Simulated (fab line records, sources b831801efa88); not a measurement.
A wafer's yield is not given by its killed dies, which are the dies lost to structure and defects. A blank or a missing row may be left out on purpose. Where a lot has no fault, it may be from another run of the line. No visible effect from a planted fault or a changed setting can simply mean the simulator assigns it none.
Matching of chambers + flow sky130 + 4 sister chambers for SKY_VIA1_CMP_24 on cmp-02
The step polishes, stops on SiO2, t overpolish 15 s, target thk 0 nm. 4 wafers are shown with their chamber, then 6 later ones without.

== WAFERS WITH THEIR CHAMBER ==
| wafer  | chamber | motor current A (A) |
|--------|---------|---------------------|
| L588.1 | 3       | 10.1                |
| L588.6 | 0       | 11.2                |
| L589.2 | 1       | 11.0                |
| L589.5 | 2       | 7.5                 |

== WAFERS MISSING THEIR CHAMBER ==
| wafer  | motor current A (A) |
|--------|---------------------|
| L589.6 | 11.1                |
| L594.1 | 12.6                |
| L594.2 | 10.3                |
| L594.5 | 10.1                |
| L596.2 | 11.5                |
| L596.3 | 8.3                 |

== WHICH CHAMBER EACH ONE RAN IN ==
| wafer  | from the rows above          | in truth |
|--------|------------------------------|----------|
| L589.6 | can't be placed: 0 or 1 or 3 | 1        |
| L594.1 | can't be placed: 0 or 1 or 3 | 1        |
| L594.2 | can't be placed: 3 or 1 or 0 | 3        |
| L594.5 | can't be placed: 3 or 1 or 0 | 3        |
| L596.2 | can't be placed: 0 or 1 or 3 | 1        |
| L596.3 | can't be placed: 2 or 3      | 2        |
0 of 6 placed correctly. Not placeable from these rows: 6 (in 6, the candidates include the true chamber). Wrongly placed: 0.
How it was worked out, from the rows above alone: a wafer's distance from a chamber is the root of the sum, over the readings, of the square of ((its reading less the chamber's mean) divided by the reading's scatter). The wafer belongs to the nearest chamber; if the next one is less than 2 further off, it can't be placed. For every chamber, the mean is computed from those of its wafers that are shown. The scatter: with one shown wafer a chamber, the root of the mean of the squares of how far each hidden wafer lies from its nearest shown one.
